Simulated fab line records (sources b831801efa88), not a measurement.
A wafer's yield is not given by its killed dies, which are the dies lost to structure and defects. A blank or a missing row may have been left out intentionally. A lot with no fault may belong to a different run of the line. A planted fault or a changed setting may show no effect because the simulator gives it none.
fab line records | flow sky130
record: lots: 6 | wafers: 18 | last-day: 50
route steps=708 shown CAPM@545 METAL3@555 PAD_OPEN@708
lots with no fault: from the same line, run without faults
start-h: hours from the record's opening day to when the first of the lot's shown wafers began | wait-h: how many hours have passed since the lot's step before this one | " as in the row above | L1.1+2: a single row standing in for several wafers | - value missing, or start not given | * or withheld: withheld | < > ~ a bound
route shown NAME@n: NAME is a module with steps in the file, n the number in the route of the first one | usual: mean and standard deviation over wafers with no fault | same: alike in all rows | chamber/n: place in a boat | sites: per-site readings | _std_site: the standard deviation of these | _edge_site: outer sites' mean less inner sites' | radius-mm: for every site, how far away it sits from the centre of the wafer | mask NAME#n: copy n | behind: tool/chamber where the wafer was last shaped | hold: the reason the lot was held/the length of the hold in hours/how it ended | device: transistor that didn't switch, given as n, p or np | end of line: at the end of the route, the tests of the same wafers | a step with no rows: only its recipe | killed: dies lost to structure and defects at the first sort, not the wafer's yield | map: dies across one wafer; x = killed, . = not, _ = none there
set.NAME: setting as actually run; set.NAME@STEP: the setting as run at that earlier step | model.NAME: the simulator's own value behind a step, which no gauge read
certain route steps with their lots: each step a table, each wafer a row
services: from which hour (start-h, from the record's first day; less than 0 if before it) a tool's chamber was out of use, for how many hours, and why
== steps ==
step: SKY_CAPM_SOFTBAKE_08
recipe: temp-c: 90 | time-s: 60 | resist: NOVOLAK
step: SKY_CAPM_EXPOSE_09
recipe: mask-id: CAPM | na: 0.6 | source-shape: conventional | sigma-outer: 0.6 | polarization: unpolarized | target-cd-nm: 1000 | dose-mj: 159
step: SKY_CAPM_PEB_10
recipe: temp-c: withheld | time-s: * | resist: NOVOLAK
step: SKY_CAPM_DEVELOP_11
recipe: resist: NOVOLAK | developer: TMAH | develop-time-s: 60 | dev-temp-c: 23
step: SKY_CAPM_OVL_MEAS_12
usual: CAPM_OVL: 1.1/1.3
lot.wafer | tool       | chamber | start-h | wait-h | CAPM_OVL[nm]
L998.1    | overlay-01 | -       | 892.28  | 0.1    | 0.6
L998.5    | "          | -       | "       | "      | 2.3
L998.6    | "          | -       | "       | "      | 1.2
L103.1    | overlay-01 | -       | 930.75  | 0.1    | 2.5
L103.2    | "          | -       | "       | "      | 2.2
L103.6    | "          | -       | "       | "      | 2.4
L115.3    | overlay-02 | -       | 1013.59 | 0.1    | 0.2
L115.5    | "          | -       | "       | "      | 1.9
L115.6    | "          | -       | "       | "      | 0.6
L118.2    | overlay-01 | -       | 1034.40 | 0.1    | 4.3
L118.4    | "          | -       | "       | "      | 1.7
L118.6    | "          | -       | "       | "      | 3.4
L119.2    | overlay-01 | -       | 1038.63 | 0.1    | 1.6
L119.3    | "          | -       | "       | "      | 1.3
L119.4    | "          | -       | "       | "      | 0.1
L120.1    | overlay-02 | -       | 1038.83 | 0.1    | -0.4
L120.5    | "          | -       | "       | "      | 0.6
L120.6    | "          | -       | "       | "      | 0.1
step: SKY_CAPM_METAL_ETCH_13
recipe: target-depth-nm: 220 | stop-on: SiO2 | chemistry: Cl2/BCl3 | target: TiN | pressure-mtorr: 10 | icp-w: 869.1 | bias-w: 48.5 | Cl2_flow_sccm: 60 | bcl3-flow-sccm: 30 | time-s: 62.9
usual: drypump-motor-current-A: 5.7/0.56 | oes-product-au: 0.925/0.0066 | throttle-valve-pct: 21.912/0.011
lot.wafer | tool         | chamber | start-h | wait-h | drypump-motor-current-A | oes-product-au | rf-hours-counter-h | throttle-valve-pct
L998.1    | rie-metal-04 | 0       | 892.32  | 0.0    | 5.1                     | 0.924          | 7                  | 21.920
L998.5    | "            | 0       | "       | "      | 5.1                     | 0.930          | -                  | 21.912
L998.6    | "            | 1       | "       | "      | 5.2                     | 0.921          | -                  | 21.915
L103.1    | rie-metal-04 | 0       | 930.78  | 0.0    | 5.0                     | 0.925          | 9                  | 21.903
L103.2    | "            | 1       | "       | "      | 5.2                     | 0.932          | 19                 | 21.900
L103.6    | "            | 1       | "       | "      | 5.1                     | 0.932          | -                  | 21.909
L115.3    | rie-metal-03 | 1       | 1013.64 | 0.0    | 6.2                     | 0.927          | -                  | 21.913
L115.5    | "            | 1       | "       | "      | 6.2                     | 0.927          | -                  | 21.900
L115.6    | "            | 0       | "       | "      | 5.7                     | 0.928          | -                  | 21.918
L118.2    | rie-metal-02 | 1       | 1034.43 | 0.0    | 5.7                     | 0.926          | 3                  | 21.915
L118.4    | "            | 1       | "       | "      | 5.8                     | 0.909          | -                  | 21.920
L118.6    | "            | 0       | "       | "      | 6.6                     | 0.924          | -                  | 21.915
L119.2    | rie-metal-03 | 1       | 1038.66 | 0.0    | 6.2                     | 0.929          | 16                 | 21.905
L119.3    | "            | 0       | "       | "      | 5.6                     | 0.932          | -                  | 21.891
L119.4    | "            | 1       | "       | "      | 6.2                     | 0.935          | -                  | 21.906
L120.1    | rie-metal-02 | 1       | 1038.87 | 0.0    | 5.8                     | 0.928          | 4                  | 21.916
L120.5    | "            | 0       | "       | "      | 6.6                     | 0.922          | -                  | 21.909
L120.6    | "            | 1       | "       | "      | 5.8                     | 0.925          | -                  | 21.936
step: SKY_CAPM_STRIP_14
recipe: chemistry: O2/N2 | power-w: 1400 | pressure-mtorr: 1500 | platen-temp-c: withheld | o2-flow-sccm: 3000 | n2-flow-sccm: 300 | overash-fraction: 0.5
usual: drypump-motor-current-A: 5.7/0.35 | oes-product-au: 0.711/0.0042 | strip-time-to-endpoint-s: 12.71/0.058
lot.wafer | tool            | chamber | start-h | wait-h | drypump-motor-current-A | oes-product-au | rf-hours-counter-h | strip-time-to-endpoint-s
L998.1    | plasma-asher-03 | 1       | 892.39  | 0.1    | 6.0                     | 0.708          | 111                | 12.75
L998.5    | "               | 1       | "       | "      | 6.0                     | 0.708          | -                  | 12.75
L998.6    | "               | 0       | "       | "      | 5.1                     | 0.710          | -                  | 12.67
L103.1    | plasma-asher-04 | 1       | 930.86  | 0.1    | 5.7                     | 0.718          | 76                 | 12.80
L103.2    | "               | 0       | "       | "      | 6.0                     | 0.718          | 76                 | 12.76
L103.6    | "               | 1       | "       | "      | 5.7                     | 0.715          | -                  | 12.75
L115.3    | plasma-asher-02 | 1       | 1013.73 | 0.1    | 5.8                     | 0.710          | -                  | 12.74
L115.5    | "               | 0       | "       | "      | 5.6                     | 0.715          | -                  | 12.73
L115.6    | "               | 1       | "       | "      | 5.7                     | 0.713          | -                  | 12.79
L118.2    | plasma-asher-04 | 0       | 1034.51 | 0.1    | 6.0                     | 0.719          | 88                 | 12.64
L118.4    | "               | 1       | "       | "      | 5.7                     | 0.714          | -                  | 12.65
L118.6    | "               | 0       | "       | "      | 6.0                     | 0.712          | -                  | 12.62
L119.2    | plasma-asher-03 | 1       | 1038.74 | 0.1    | 6.0                     | 0.715          | 129                | 12.71
L119.3    | "               | 1       | "       | "      | 6.0                     | 0.705          | -                  | 12.70
L119.4    | "               | 0       | "       | "      | 5.1                     | 0.710          | -                  | 12.71
L120.1    | plasma-asher-02 | 1       | 1038.95 | 0.1    | 5.8                     | 0.720          | 52                 | 12.72
L120.5    | "               | 0       | "       | "      | 5.6                     | 0.721          | -                  | 12.65
L120.6    | "               | 1       | "       | "      | 5.8                     | 0.707          | -                  | 12.66
step: SKY_CAPM_STRIP_15
recipe: chemistry: post-etch-residue-remover | time-s: 1200 | temp-c: 72.5
step: SKY_CAPM_CLEAN_16
recipe: chemistry: IPA | time-s: 180 | temp-c: 25
step: SKY_CAPM_CLEAN_17
recipe: chemistry: O3/DIW | dry: n2-spin
step: SKY_METAL3_DEHYDRATE_05
recipe: temp-c: 200 | time-s: 60
step: SKY_METAL3_HMDS_06
recipe: prime-time-s: 60 | prime-temp-c: 120
step: SKY_METAL3_COAT_07
recipe: resist: BARC | temp-c: withheld | time-s: withheld | spin-rpm: 3000 | resist-thk-nm: 60
usual: spin-speed-rpm: 2999.8/2.2
lot.wafer | tool           | chamber | start-h | wait-h | spin-speed-rpm
L998.1    | litho-track-04 | 0       | 905.53  | 0.1    | 3001.3
L998.5    | "              | 0       | "       | "      | 3000.4
L998.6    | "              | 0       | "       | "      | 3003.3
L103.1    | litho-track-02 | 0       | 943.63  | 0.1    | 2997.3
L103.2    | "              | 0       | "       | "      | 3000.7
L103.6    | "              | 0       | "       | "      | 2999.1
L115.3    | litho-track-02 | 0       | 1026.08 | 0.1    | 3125.2
L115.5    | "              | 0       | "       | "      | 3126.2
L115.6    | "              | 0       | "       | "      | 3126.9
L118.2    | litho-track-02 | 0       | 1045.46 | 0.1    | 3119.9
L118.4    | "              | 0       | "       | "      | 3125.3
L118.6    | "              | 0       | "       | "      | 3122.8
L119.2    | litho-track-04 | 0       | 1050.40 | 0.1    | 2999.1
L119.3    | "              | 0       | "       | "      | 2998.5
L119.4    | "              | 0       | "       | "      | 2998.6
L120.1    | litho-track-03 | 0       | 1050.85 | 0.1    | 2999.7
L120.5    | "              | 0       | "       | "      | 2999.8
L120.6    | "              | 0       | "       | "      | 3000.5
step: SKY_METAL3_COAT_08
recipe: resist: KrF-thick | spin-rpm: 3000 | resist-thk-nm: 1140
step: SKY_METAL3_SOFTBAKE_09
recipe: temp-c: 100 | time-s: 90 | resist: KrF-thick
step: SKY_METAL3_EXPOSE_10
recipe: mask-id: MM3 | na: 0.68 | source-shape: annular | sigma-inner: 0.4 | sigma-outer: 0.8 | target-cd-nm: 300 | dose-mj: 28
step: SKY_METAL3_PEB_11
recipe: peb-temp-c: withheld | peb-time-s: withheld | resist: KrF-thick
step: SKY_METAL3_DEVELOP_12
recipe: develop-time-s: 60 | resist: KrF-thick | dev-temp-c: 21
step: SKY_METAL3_CD_MEAS_13
recipe: target-cd-nm: 300
usual: cd-nm: 300.5/1.4
lot.wafer | tool      | chamber | start-h | wait-h | cd-nm
L998.1    | cd-sem-02 | -       | 918.33  | -      | 302.4
L998.5    | "         | -       | "       | "      | 300.0
L998.6    | "         | -       | "       | "      | 301.1
L103.1    | cd-sem-02 | -       | 956.28  | -      | 300.4
L103.2    | "         | -       | "       | "      | 300.9
L103.6    | "         | -       | "       | "      | 301.0
L115.3    | cd-sem-01 | -       | 1037.77 | -      | 299.9
L115.5    | "         | -       | "       | "      | 300.6
L115.6    | "         | -       | "       | "      | 299.5
L118.2    | cd-sem-01 | -       | 1057.27 | -      | 301.2
L118.4    | "         | -       | "       | "      | 300.9
L118.6    | "         | -       | "       | "      | 302.6
L119.2    | cd-sem-02 | -       | 1062.10 | -      | 298.4
L119.3    | "         | -       | "       | "      | 299.8
L119.4    | "         | -       | "       | "      | 299.8
L120.1    | cd-sem-01 | -       | 1062.17 | -      | 298.3
L120.5    | "         | -       | "       | "      | 297.2
L120.6    | "         | -       | "       | "      | 299.7
step: SKY_METAL3_OVL_MEAS_14
usual: METAL3_OVL: 1/5.9
lot.wafer | tool       | chamber | start-h | wait-h | METAL3_OVL[nm]
L998.1    | overlay-01 | -       | 918.45  | 0.1    | 8
L998.5    | "          | -       | "       | "      | 5
L998.6    | "          | -       | "       | "      | -5
L103.1    | overlay-01 | -       | 956.40  | 0.1    | -6
L103.2    | "          | -       | "       | "      | 2
L103.6    | "          | -       | "       | "      | 9
L115.3    | overlay-02 | -       | 1037.86 | 0.1    | 0
L115.5    | "          | -       | "       | "      | 4
L115.6    | "          | -       | "       | "      | 10
L118.2    | overlay-01 | -       | 1057.38 | 0.1    | 2
L118.4    | "          | -       | "       | "      | 6
L118.6    | "          | -       | "       | "      | 4
L119.2    | overlay-02 | -       | 1062.21 | 0.1    | -15
L119.3    | "          | -       | "       | "      | 3
L119.4    | "          | -       | "       | "      | -15
L120.1    | overlay-01 | -       | 1062.29 | 0.1    | 3
L120.5    | "          | -       | "       | "      | 6
L120.6    | "          | -       | "       | "      | 7
step: SKY_METAL3_DESCUM_15
recipe: chemistry: O2 | source-power-w: 150 | bias-power-w: 0 | pressure-mtorr: 10 | temp-c: 40 | time-s: 8
usual: drypump-motor-current-A: 5.7/0.42 | oes-product-au: 0.996/0.015
lot.wafer | tool         | chamber | start-h | wait-h | drypump-motor-current-A | oes-product-au | rf-hours-counter-h
L998.1    | rie-metal-04 | 0       | 918.48  | 0.0    | 5.0                     | 0.979          | 8
L998.5    | "            | 1       | "       | "      | 5.2                     | 1.010          | -
L998.6    | "            | 0       | "       | "      | 5.0                     | 0.986          | -
L103.1    | rie-metal-03 | 0       | 956.44  | 0.0    | 5.6                     | 0.984          | 5
L103.2    | "            | 1       | "       | "      | 6.2                     | 0.990          | 11
L103.6    | "            | 1       | "       | "      | 6.2                     | 1.002          | -
L115.3    | rie-metal-04 | 0       | 1037.90 | 0.0    | 5.1                     | 0.973          | -
L115.5    | "            | 0       | "       | "      | 5.0                     | 0.963          | -
L115.6    | "            | 1       | "       | "      | 5.1                     | 0.998          | -
L118.2    | rie-metal-03 | 0       | 1057.41 | 0.0    | 5.7                     | 0.981          | 11
L118.4    | "            | 0       | "       | "      | 5.6                     | 0.987          | -
L118.6    | "            | 0       | "       | "      | 5.7                     | 0.981          | -
L119.2    | rie-metal-04 | 0       | 1062.24 | 0.0    | 5.0                     | 0.978          | 17
L119.3    | "            | 1       | "       | "      | 5.2                     | 0.996          | -
L119.4    | "            | 0       | "       | "      | 5.1                     | 0.991          | -
L120.1    | rie-metal-01 | 1       | 1062.32 | 0.0    | 6.0                     | 1.017          | 18
L120.5    | "            | 1       | "       | "      | 5.9                     | 1.004          | -
L120.6    | "            | 0       | "       | "      | 6.0                     | 0.997          | -
step: SKY_METAL3_ETCH_16
recipe: chemistry: N2/H2 | target: BARC | ion-energy-ev: 200 | bias-w: 100 | pressure-mtorr: 30 | n2-flow-sccm: 100 | h2-flow-sccm: 200 | icp-w: 500 | stop-on: SiO2 | time-s: 88.2 | target-depth-a: 600
usual: drypump-motor-current-A: 5.7/0.42 | oes-product-au: 0.626/0.0043 | throttle-valve-pct: 13.205/0.0095
lot.wafer | tool         | chamber | start-h | wait-h | drypump-motor-current-A | oes-product-au | rf-hours-counter-h | throttle-valve-pct | model.etch.depth-nm
L998.1    | rie-metal-04 | 0       | 918.52  | 0.0    | 5.0                     | 0.627          | 8                  | 13.209             | 59.91
L998.5    | "            | 1       | "       | "      | 5.2                     | 0.623          | -                  | 13.208             | 60.09
L998.6    | "            | 0       | "       | "      | 5.0                     | 0.628          | -                  | 13.209             | 59.96
L103.1    | rie-metal-03 | 0       | 956.47  | 0.0    | 5.6                     | 0.633          | 5                  | 13.214             | 60.24
L103.2    | "            | 1       | "       | "      | 6.2                     | 0.628          | 11                 | 13.204             | 60.37
L103.6    | "            | 1       | "       | "      | 6.2                     | 0.628          | -                  | 13.208             | 60.22
L115.3    | rie-metal-04 | 0       | 1037.95 | 0.0    | 5.0                     | 0.618          | -                  | 13.197             | 58.67
L115.5    | "            | 0       | "       | "      | 5.1                     | 0.619          | -                  | 13.202             | 58.68
L115.6    | "            | 1       | "       | "      | 5.1                     | 0.626          | -                  | 13.194             | 58.86
L118.2    | rie-metal-03 | 0       | 1057.44 | 0.0    | 5.7                     | 0.624          | 11                 | 13.213             | 58.91
L118.4    | "            | 0       | "       | "      | 5.6                     | 0.622          | -                  | 13.199             | 59.1
L118.6    | "            | 0       | "       | "      | 5.6                     | 0.622          | -                  | 13.186             | 58.97
L119.2    | rie-metal-04 | 0       | 1062.27 | 0.0    | 5.1                     | 0.630          | 17                 | 13.210             | 60.07
L119.3    | "            | 1       | "       | "      | 5.1                     | 0.626          | -                  | 13.224             | 60.26
L119.4    | "            | 0       | "       | "      | 5.1                     | 0.621          | -                  | 13.194             | 60.13
L120.1    | rie-metal-01 | 1       | 1062.35 | 0.0    | 6.0                     | 0.627          | 18                 | 13.227             | 59.98
L120.5    | "            | 1       | "       | "      | 6.0                     | 0.625          | -                  | 13.213             | 60.18
L120.6    | "            | 0       | "       | "      | 6.0                     | 0.629          | -                  | 13.200             | 60.16
step: SKY_METAL3_ETCH_17
recipe: target: SiO2 | stop-on: TiN | chemistry: C4F8/O2/Ar | source-w: 1500 | bias-w: 1200 | pressure-mtorr: 40 | c4f8-flow-sccm: withheld | O2_flow_sccm: 6 | Ar_flow_sccm: 300 | time-s: 3.9 | target-depth-a: 150
usual: oes-product-au: 0.756/0.0075
lot.wafer | tool        | chamber | start-h | wait-h | oes-product-au | rf-hours-counter-h
L998.1    | rie-diel-02 | 1       | 918.61  | 0.1    | 0.758          | 11
L998.5    | "           | 2       | "       | "      | 0.757          | -
L998.6    | "           | 3       | "       | "      | 0.767          | -
L103.1    | rie-diel-04 | 0       | 956.57  | 0.1    | 0.750          | 17
L103.2    | "           | 3       | "       | "      | 0.748          | 9
L103.6    | "           | 0       | "       | "      | 0.762          | -
L115.3    | rie-diel-01 | 0       | 1038.02 | 0.0    | 0.745          | 12
L115.5    | "           | 2       | "       | "      | 0.766          | -
L115.6    | "           | 3       | "       | "      | 0.761          | -
L118.2    | rie-diel-02 | 0       | 1057.54 | 0.1    | 0.759          | 16
L118.4    | "           | 3       | "       | "      | 0.755          | 12
L118.6    | "           | 0       | "       | "      | 0.763          | -
L119.2    | rie-diel-02 | 1       | 1062.37 | 0.1    | 0.752          | 15
L119.3    | "           | 2       | "       | "      | 0.753          | 14
L119.4    | "           | 3       | "       | "      | 0.757          | 12
L120.1    | rie-diel-04 | 2       | 1062.45 | 0.1    | 0.744          | 22
L120.5    | "           | 1       | "       | "      | 0.752          | -
L120.6    | "           | 0       | "       | "      | 0.764          | -
step: SKY_PAD_OPEN_PROBE_99
usual: defect-limited-yield: 82.4/1.9 | killed_at_M0_to_M3: 43/7.5 | killed_at_M4_up: 3.2/1.9 | killed-at-contacts: 24/4.9 | killed-at-front-end: 15/4.3 | killed-at-other: 0.4/0.72 | killed-dies: 86/9.1 | killed-open: 47/6.5 | killed-short: 39/6.5 | sort_bin_3_pad_short: 0.9/0.43 | sort_bin_5_function: 10.4/1.3 | sort_bin_6_memory: 6.3/1.2 | sort-n-pass: 406/9.1 | sort-yield-pct: 82.4/1.9
same: gross-dies: 492 | killed-at-back-side: 0 | sort_bin_4_leakage[%]: 0 | sort_bin_8_speed[%]: 0
lot.wafer | tool      | chamber | start-h | wait-h | defect-limited-yield[%] | killed_at_M0_to_M3 | killed_at_M4_up | killed-at-contacts | killed-at-front-end | killed-at-other | killed-dies | killed-open | killed-short | sort_bin_3_pad_short[%] | sort_bin_5_function[%] | sort_bin_6_memory[%] | sort-n-pass | sort-yield-pct[%]
L115.3    | prober-02 | -       | 1188.42 | 0.2    | 82.5                    | 50                 | 3               | 20                 | 12                  | 1               | 86          | 54          | 32           | 1.2                     | 9.3                    | 6.9                  | 406         | 82.5
L115.5    | prober-02 | -       | 1188.52 | 0.2    | 82.7                    | 40                 | 2               | 28                 | 15                  | 0               | 85          | 42          | 43           | 0.6                     | 9.1                    | 7.5                  | 407         | 82.7
L115.6    | prober-02 | -       | 1188.57 | 0.2    | 82.7                    | 43                 | 3               | 21                 | 18                  | 0               | 85          | 44          | 41           | 0.4                     | 11.8                   | 5.1                  | 407         | 82.7
killed by level:class
L115.3 VIA1:geometric-particle:open=12 CONTACT:geometric-particle:open=9 VIA3:geometric-particle:open=7 VIA2:geometric-particle:open=7 POLY_GATE:geometric-particle:open=4 VIA1:geometric-particle:short=4 METAL2:geometric-particle:short=4 FIELD_ISO:geometric-particle:open=3
L115.5 LI_CONTACT:geometric-particle:open=8 LI_CONTACT:geometric-particle:short=7 METAL1:geometric-particle:short=7 CONTACT:geometric-particle:open=7 VIA1:geometric-particle:open=6 VIA2:geometric-particle:open=6 FIELD_ISO:geometric-particle:short=5 VIA3:geometric-particle:open=5
L115.6 VIA1:geometric-particle:open=10 CONTACT:geometric-particle:open=9 FIELD_ISO:geometric-particle:short=8 LI_CONTACT:geometric-particle:open=7 METAL2:geometric-particle:short=6 LOCAL_INTERCONNECT:geometric-particle:short=5 VIA2:geometric-particle:open=5 POLY_GATE:geometric-particle:short=4
== services ==
tool            | chamber | start-h | hours | kind
rie-diel-04     | -       | 890.00  | 14.6  | pm
plasma-asher-02 | -       | 893.10  | 11.7  | pm
rie-metal-01    | 1       | 902.56  | 12.2  | repair
rie-diel-04     | 3       | 906.95  | 4.3   | repair
rie-diel-02     | 0       | 908.17  | 13.9  | repair
rie-diel-01     | -       | 909.10  | 1.2   | repair
rie-diel-01     | -       | 917.14  | 0.2   | repair
plasma-asher-02 | -       | 922.01  | 75.3  | repair
rie-diel-02     | -       | 941.85  | 5.4   | repair
rie-diel-02     | -       | 952.03  | 15.6  | pm
rie-diel-01     | -       | 963.40  | 0.4   | repair
rie-diel-01     | -       | 964.54  | 0.3   | repair
rie-metal-04    | 1       | 974.73  | -     | clean
rie-metal-04    | 1       | 974.73  | 15.9  | scheduled-down
plasma-asher-02 | -       | 975.36  | 0.6   | repair
rie-metal-02    | -       | 977.29  | 10.0  | pm
rie-diel-01     | -       | 982.29  | 2.8   | pm
rie-diel-04     | 0       | 983.83  | 3.4   | repair
rie-diel-01     | 2       | 1012.16 | 4.9   | repair
plasma-asher-04 | -       | 1036.06 | 6.7   | pm
rie-diel-02     | 1       | 1040.84 | 7.5   | repair
rie-metal-02    | 0       | 1046.68 | 10.3  | repair
plasma-asher-03 | -       | 1055.34 | 9.0   | pm
rie-diel-04     | -       | 1055.89 | 2.8   | pm
== key ==
first-sign: step: SKY_METAL3_COAT_07 | reading: spin-speed-rpm | direction: up | sigmas: 57 | usual: 2999.8 | struck: 3124.4
effect none on later readings
model-effect: step: SKY_METAL3_ETCH_16 | value: etch.depth-nm | without: 60.08 | struck: 58.86
met-at SKY_METAL3_COAT_07
struck-wafers L115.3,L115.5,L115.6,L118.2,L118.4,L118.6
onset-between 943.63 1026.08
fault: kind: process-parameter-drift | tool: litho-track-02 | chamber: - | onset-h: 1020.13 | steps: SKY_METAL3_COAT_07 | channel: spin-rpm | offset: 125.26 | shape: step | end-h: 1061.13 | acts-in: these-recipes-only | stated: 3000
